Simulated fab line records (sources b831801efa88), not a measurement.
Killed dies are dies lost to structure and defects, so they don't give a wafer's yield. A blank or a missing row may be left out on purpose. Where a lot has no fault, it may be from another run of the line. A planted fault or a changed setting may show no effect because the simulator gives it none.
Matching of chambers	flow sky130	4 sister chambers for SKY_VIA3_CMP_02 on cmp-01
The step polishes SiO2. 8 wafers are shown with their chamber, then 7 later ones without.

== WAFERS, EACH WITH ITS CHAMBER ==
wafer	chamber	motor_current_A (A)
L557.4	3	11.2
L558.5	0	11.8
L558.6	3	11.9
L561.3	1	12.0
L561.4	2	10.4
L561.5	2	10.3
L564.1	1	11.7
L564.4	0	11.9

== WAFERS WITHOUT THEIR CHAMBER ==
wafer	motor_current_A (A)
L564.6	11.8
L575.1	11.6
L575.4	12.1
L575.6	11.9
L576.1	11.3
L576.3	10.2
L576.6	11.3

== WHICH CHAMBER EACH ONE RAN IN ==
wafer	from the rows above	in truth
L564.6	can't be placed: 1 or 0 or 3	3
L575.1	can't be placed: 3 or 1 or 0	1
L575.4	can't be placed: 0 or 1 or 3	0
L575.6	can't be placed: 0 or 1 or 3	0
L576.1	can't be placed: 3 or 1 or 0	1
L576.3	2	2
L576.6	can't be placed: 3 or 1 or 0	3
Correctly placed: 1 of 7. Unplaceable from these rows: 6, with the true chamber sitting among the candidates in 6. Number placed wrongly: 0.
How it was worked out, from the rows above alone: a wafer's distance from a chamber is the root of the sum, over the readings, of the square of ((its reading less the chamber's mean) divided by the reading's scatter). The wafer belongs to the nearest chamber; if the next one is less than 2 further off, it can't be placed. The mean given for a chamber averages the wafers shown for that chamber. The scatter: the root of (the sum of the squares of (reading less its chamber's mean) over the shown wafers, divided by (wafers less chambers)).
